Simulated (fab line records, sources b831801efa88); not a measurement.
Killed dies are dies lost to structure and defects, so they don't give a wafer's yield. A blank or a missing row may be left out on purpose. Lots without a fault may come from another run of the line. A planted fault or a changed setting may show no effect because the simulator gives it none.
Tool commonality check | flow sky130 | 12 lots, 36 wafers sampled

WHY IT WAS OPENED
At SKY_LI_CONTACT_THK_MEAS_01 the reading LI_CONTACT_HDPCVD_THK is flagged on 2 of 12 lots. Wafers without a fault read 933 nm, standard deviation 9.4.
Rule: a lot is flagged when every wafer of it that has a number lies more than 4 standard deviations from that mean, or none has a number. The other lots count as sound.

lot  | measured     | on            | LI_CONTACT_HDPCVD_THK (nm), wafer by wafer | flag
L847 | day 28 16:40 | film_metro-02 | 929 927 922                                |
L848 | day 29 00:34 | film_metro-02 | 939 939 946                                |
L850 | day 29 15:05 | film_metro-04 | 933 930 916                                |
L851 | day 30 11:16 | film_metro-02 | 916 939 942                                |
L853 | day 31 02:55 | film_metro-03 | 920 940 936                                |
L855 | day 31 19:26 | film_metro-02 | 781 782 768                                | FLAGGED
L857 | day 32 00:26 | film_metro-04 | 776 772 777                                | FLAGGED
L865 | day 34 04:31 | film_metro-04 | 931 937 937                                |
L867 | day 34 18:53 | film_metro-03 | 944 934 936                                |
L868 | day 34 23:02 | film_metro-03 | 926 919 939                                |
L869 | day 35 04:05 | film_metro-03 | 930 933 931                                |
L870 | day 35 17:44 | film_metro-04 | 939 931 929                                |
The numbers of the flagged lots are 776 nm on average: -157 nm against the usual, or -17 standard deviations.

WHICH TOOL RAN EACH LOT
The record holds 1 process step before the reading, out of a route of 708 steps. In each cell: the tool, then ch and the chambers that the sampled wafers went through, then the start.
lot  | flag    | SKY_LI_CONTACT_HDPCVD_00
L847 |         | hdpcvd-02 ch 0,2, day 28 16:33
L848 |         | hdpcvd-01 ch 0,1, day 29 00:28
L850 |         | hdpcvd-01 ch 0,1,2, day 29 14:58
L851 |         | hdpcvd-02 ch 0,1, day 30 11:10
L853 |         | hdpcvd-02 ch 0,1,2, day 31 02:49
L855 | FLAGGED | hdpcvd-02 ch 0,1, day 31 19:20
L857 | FLAGGED | hdpcvd-02 ch 0,2, day 32 00:20
L865 |         | hdpcvd-01 ch 1,2, day 34 04:25
L867 |         | hdpcvd-01 ch 0,1,2, day 34 18:46
L868 |         | hdpcvd-01 ch 0,2, day 34 22:55
L869 |         | hdpcvd-01 ch 0,1, day 35 03:58
L870 |         | hdpcvd-02 ch 0,1,2, day 35 17:40
What these steps do:
- SKY_LI_CONTACT_HDPCVD_00: deposits PSG, target thk 930 nm, time 155 s.
- SKY_LI_CONTACT_THK_MEAS_01

FLAGGED OVER TOTAL, TOOL BY TOOL (the gauges that took the reading come last)
step                       | tool          | lots run | flagged | share of the flagged lots | sound lots run after its first flagged lot
SKY_LI_CONTACT_HDPCVD_00   | hdpcvd-01     | 6        | 0       | none                      | -
SKY_LI_CONTACT_HDPCVD_00   | hdpcvd-02     | 6        | 2       | all                       | 1 (L870)
SKY_LI_CONTACT_THK_MEAS_01 | film_metro-02 | 4        | 1       | some                      | 0
SKY_LI_CONTACT_THK_MEAS_01 | film_metro-03 | 4        | 0       | none                      | -
SKY_LI_CONTACT_THK_MEAS_01 | film_metro-04 | 4        | 1       | some                      | 2 (L865,L870)

WHAT THE TABLE ALLOWS
1 row of the table ran every flagged lot: hdpcvd-02 at SKY_LI_CONTACT_HDPCVD_00.
- hdpcvd-02 at SKY_LI_CONTACT_HDPCVD_00: 2 of its 6 lots flagged. Sound lots ran on it after the first flagged one (L870), which a lasting fault on the whole tool wouldn't allow. Its own readings lie more than 4 standard deviations out on every wafer of the flagged lots: run_length_s.
No row of the table ran every flagged lot and no sound lot after the first.

WHAT THE SIMULATOR HAD PUT IN
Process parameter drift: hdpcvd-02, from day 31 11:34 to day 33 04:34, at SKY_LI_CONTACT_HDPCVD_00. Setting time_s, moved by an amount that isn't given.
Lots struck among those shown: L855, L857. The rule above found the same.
